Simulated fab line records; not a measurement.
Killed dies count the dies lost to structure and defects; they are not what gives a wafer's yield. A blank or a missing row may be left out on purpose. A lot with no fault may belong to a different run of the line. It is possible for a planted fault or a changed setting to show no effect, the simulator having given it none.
Which of the tools did it? :: flow sky130 :: Sampling: 12 lots, 36 wafers, 5 of 708 route steps

## WHAT THE GAUGES READ, wafer by wafer
SKY_SONOS_TUNNEL_OVL_MEAS_08.
lot: L143
measured: day 11 10:28
on: overlay-01
SONOS_TUNNEL_OVL (nm): 2.5 0.4 2.7

lot: L146
measured: day 12 05:01
on: overlay-01
SONOS_TUNNEL_OVL (nm): -1.0 -0.5 -1.9

lot: L149
measured: day 13 15:10
on: overlay-02
SONOS_TUNNEL_OVL (nm): 2.8 2.9 0.8

lot: L150
measured: day 14 01:46
on: overlay-01
SONOS_TUNNEL_OVL (nm): -1.5 -1.8 -2.2

lot: L151
measured: day 14 04:09
on: overlay-01
SONOS_TUNNEL_OVL (nm): 1.4 1.7 1.6

lot: L152
measured: day 14 07:10
on: overlay-01
SONOS_TUNNEL_OVL (nm): -1.2 -3.5 1.4

lot: L153
measured: day 14 11:59
on: overlay-01
SONOS_TUNNEL_OVL (nm): -3.1 -2.2 -1.9

lot: L155
measured: day 15 11:44
on: overlay-01
SONOS_TUNNEL_OVL (nm): -2.5 -2.1 -2.2

lot: L157
measured: day 15 22:48
on: overlay-01
SONOS_TUNNEL_OVL (nm): -0.7 -0.2 -1.3

lot: L161
measured: day 17 08:26
on: overlay-02
SONOS_TUNNEL_OVL (nm): -1.7 -2.4 -0.9

lot: L164
measured: day 18 11:40
on: overlay-01
SONOS_TUNNEL_OVL (nm): 0.0 -0.3 -0.6

lot: L165
measured: day 18 16:46
on: overlay-02
SONOS_TUNNEL_OVL (nm): 0.2 0.1 -0.1

SKY_SONOS_ONO_CD_MEAS_13: the cd target is 410 nm.
lot: L143
measured: day 12 16:37
on: cd sem-02
cd nm (nm): 412.9 413.4 411.5

lot: L146
measured: day 13 13:09
on: cd sem-02
cd nm (nm): 412.0 412.0 413.1

lot: L149
measured: day 14 23:01
on: cd sem-02
cd nm (nm): 408.7 409.8 410.0

lot: L150
measured: day 15 09:23
on: cd sem-01
cd nm (nm): 405.6 403.4 401.7

lot: L151
measured: day 15 15:14
on: cd sem-01
cd nm (nm): 407.6 409.7 409.6

lot: L152
measured: day 15 15:32
on: cd sem-01
cd nm (nm): 413.0 413.3 413.2

lot: L153
measured: day 15 23:19
on: cd sem-02
cd nm (nm): 410.0 409.8 411.1

lot: L155
measured: day 16 21:41
on: cd sem-01
cd nm (nm): 406.9 407.3 407.3

lot: L157
measured: day 17 08:02
on: cd sem-01
cd nm (nm): 408.1 406.4 408.8

lot: L161
measured: day 18 23:31
on: cd sem-01
cd nm (nm): 413.2 412.2 412.9

lot: L164
measured: day 20 01:22
on: cd sem-02
cd nm (nm): 405.6 405.1 409.8

lot: L165
measured: day 20 07:59
on: cd sem-02
cd nm (nm): 414.9 413.4 412.8

SKY_POLY_GATE_CD_MEAS_13: the cd target is 150 nm.
lot: L143
measured: day 16 08:07
on: cd sem-02
cd nm (nm): 148.0 148.4 149.3

lot: L146
measured: day 17 09:04
on: cd sem-02
cd nm (nm): 149.2 149.1 147.8

lot: L149
measured: day 19 00:47
on: cd sem-02
cd nm (nm): 148.1 149.9 148.5

lot: L150
measured: day 19 10:42
on: cd sem-01
cd nm (nm): 150.5 148.7 149.9

lot: L151
measured: day 19 16:05
on: cd sem-02
cd nm (nm): 146.4 148.5 146.9

lot: L152
measured: day 19 15:44
on: cd sem-01
cd nm (nm): 148.3 147.4 148.8

lot: L153
measured: day 19 22:56
on: cd sem-02
cd nm (nm): 149.5 150.4 151.8

lot: L155
measured: day 20 23:57
on: cd sem-01
cd nm (nm): 172.1 171.3 171.1

lot: L157
measured: day 21 10:08
on: cd sem-02
cd nm (nm): 149.2 149.8 149.8

lot: L161
measured: day 23 00:08
on: cd sem-02
cd nm (nm): 150.4 150.2 149.2

lot: L164
measured: day 24 15:20
on: cd sem-01
cd nm (nm): 146.7 148.0 148.0

lot: L165
measured: day 24 16:45
on: cd sem-02
cd nm (nm): 149.3 149.0 149.3

## EACH LOT AND THE TOOL THAT RAN IT (in order: tool; ch and the chambers of the sampled wafers; start)
lot: L143
SKY_VT_ADJUST_HVTR_STRIP_10: plasma asher-01 ch 0,1, day 9 12:59
SKY_POLY_GATE_EXPOSE_10: krf scanner-01 ch 0, day 15 17:51

lot: L146
SKY_VT_ADJUST_HVTR_STRIP_10: plasma asher-02 ch 0,1, day 10 05:24
SKY_POLY_GATE_EXPOSE_10: krf scanner-01 ch 0, day 16 19:06

lot: L149
SKY_VT_ADJUST_HVTR_STRIP_10: plasma asher-04 ch 0,1, day 11 12:33
SKY_POLY_GATE_EXPOSE_10: krf scanner-02 ch 0, day 18 08:54

lot: L150
SKY_VT_ADJUST_HVTR_STRIP_10: plasma asher-02 ch 0,1, day 11 22:38
SKY_POLY_GATE_EXPOSE_10: krf scanner-02 ch 0, day 18 19:59

lot: L151
SKY_VT_ADJUST_HVTR_STRIP_10: plasma asher-01 ch 0,1, day 12 01:41
SKY_POLY_GATE_EXPOSE_10: krf scanner-02 ch 0, day 19 00:40

lot: L152
SKY_VT_ADJUST_HVTR_STRIP_10: plasma asher-04 ch 0,1, day 12 04:56
SKY_POLY_GATE_EXPOSE_10: krf scanner-01 ch 0, day 19 00:23

lot: L153
SKY_VT_ADJUST_HVTR_STRIP_10: plasma asher-04 ch 0,1, day 12 09:02
SKY_POLY_GATE_EXPOSE_10: krf scanner-01 ch 0, day 19 07:46

lot: L155
SKY_VT_ADJUST_HVTR_STRIP_10: plasma asher-02 ch 0,1, day 13 06:46
SKY_POLY_GATE_EXPOSE_10: krf scanner-01 ch 0, day 20 08:37

lot: L157
SKY_VT_ADJUST_HVTR_STRIP_10: plasma asher-01 ch 0,1, day 13 16:32
SKY_POLY_GATE_EXPOSE_10: krf scanner-02 ch 0, day 20 18:57

lot: L161
SKY_VT_ADJUST_HVTR_STRIP_10: plasma asher-02 ch 0,1, day 15 00:28
SKY_POLY_GATE_EXPOSE_10: krf scanner-02 ch 0, day 22 09:07

lot: L164
SKY_VT_ADJUST_HVTR_STRIP_10: plasma asher-01 ch 0,1, day 16 02:09
SKY_POLY_GATE_EXPOSE_10: krf scanner-02 ch 0, day 24 01:05

lot: L165
SKY_VT_ADJUST_HVTR_STRIP_10: plasma asher-01 ch 0,1, day 16 07:09
SKY_POLY_GATE_EXPOSE_10: krf scanner-01 ch 0, day 24 02:17
- SKY_VT_ADJUST_HVTR_STRIP_10: strips in O2/N2.
- SKY_POLY_GATE_EXPOSE_10: exposes mask P1M, target cd 150 nm.

## AS READ BY THE TOOLS THEMSELVES (means over the sampled wafers that have a number; for cases with no such wafer, the mark the record gives instead)
SKY_VT_ADJUST_HVTR_STRIP_10.
lot: L143
tool: plasma asher-01
drypump motor current A (A): 6.3
oes product au (a.u.): 0.718
strip time to endpoint s (s): 14.16

lot: L146
tool: plasma asher-02
drypump motor current A (A): 5.1
oes product au (a.u.): 0.711
strip time to endpoint s (s): 14.17

lot: L149
tool: plasma asher-04
drypump motor current A (A): 5.5
oes product au (a.u.): 0.713
strip time to endpoint s (s): 14.19

lot: L150
tool: plasma asher-02
drypump motor current A (A): 5.1
oes product au (a.u.): 0.710
strip time to endpoint s (s): 14.18

lot: L151
tool: plasma asher-01
drypump motor current A (A): 6.3
oes product au (a.u.): 0.717
strip time to endpoint s (s): 14.25

lot: L152
tool: plasma asher-04
drypump motor current A (A): 5.5
oes product au (a.u.): 0.717
strip time to endpoint s (s): 14.21

lot: L153
tool: plasma asher-04
drypump motor current A (A): 5.5
oes product au (a.u.): 0.715
strip time to endpoint s (s): 14.13

lot: L155
tool: plasma asher-02
drypump motor current A (A): 5.1
oes product au (a.u.): 0.713
strip time to endpoint s (s): 14.14

lot: L157
tool: plasma asher-01
drypump motor current A (A): 6.2
oes product au (a.u.): 0.714
strip time to endpoint s (s): 14.14

lot: L161
tool: plasma asher-02
drypump motor current A (A): 5.4
oes product au (a.u.): 0.714
strip time to endpoint s (s): 14.14

lot: L164
tool: plasma asher-01
drypump motor current A (A): 6.2
oes product au (a.u.): 0.716
strip time to endpoint s (s): 14.19

lot: L165
tool: plasma asher-01
drypump motor current A (A): 6.2
oes product au (a.u.): 0.713
strip time to endpoint s (s): 14.20

SKY_POLY_GATE_EXPOSE_10.
lot: L143
tool: krf scanner-01
reticle temp C (C): 23.02

lot: L146
tool: krf scanner-01
reticle temp C (C): 23.01

lot: L149
tool: krf scanner-02
reticle temp C (C): 23.06

lot: L150
tool: krf scanner-02
reticle temp C (C): 22.91

lot: L151
tool: krf scanner-02
reticle temp C (C): 22.96

lot: L152
tool: krf scanner-01
reticle temp C (C): 22.99

lot: L153
tool: krf scanner-01
reticle temp C (C): 23.00

lot: L155
tool: krf scanner-01
reticle temp C (C): 23.04

lot: L157
tool: krf scanner-02
reticle temp C (C): 23.00

lot: L161
tool: krf scanner-02
reticle temp C (C): 22.90

lot: L164
tool: krf scanner-02
reticle temp C (C): 22.78

lot: L165
tool: krf scanner-01
reticle temp C (C): 22.95

## THE ANSWER, worked out from the rows above alone
Rule: the usual values come from the lots themselves. Put in order of their means at a reading, lots are off if they are a third of the lots or fewer, leave a main group of 4 or more, and stand apart from it by a gap of 3 or more times the standard deviation of the main group's means; of several such gaps the widest counts. The tables above print the reading to a certain number of digits; a main group whose means all agree to those digits is not used. Also off: a lot with no number at a reading for which 4 or more lots have one. Any other lot the step has rows for is counted as sound. After the gauges, taken in route order, come the tools' own readings; for these a lot's mean is taken, as printed above. The first step at which some lot is off is used, and at that step the reading that is off furthest; a lot without a number counts as furthest.
Off: L155 (SKY_POLY_GATE_CD_MEAS_13, cd nm). The main group has a mean of 148.9 nm with a standard deviation of 0.96.
A tool fits if, at a process step before that reading, it ran every lot that is off, and no sound lot after the first of them. The gauges at SKY_POLY_GATE_CD_MEAS_13 are tried like those tools. Of those tried, none fits.

## WHAT THE SIMULATOR PUT IN
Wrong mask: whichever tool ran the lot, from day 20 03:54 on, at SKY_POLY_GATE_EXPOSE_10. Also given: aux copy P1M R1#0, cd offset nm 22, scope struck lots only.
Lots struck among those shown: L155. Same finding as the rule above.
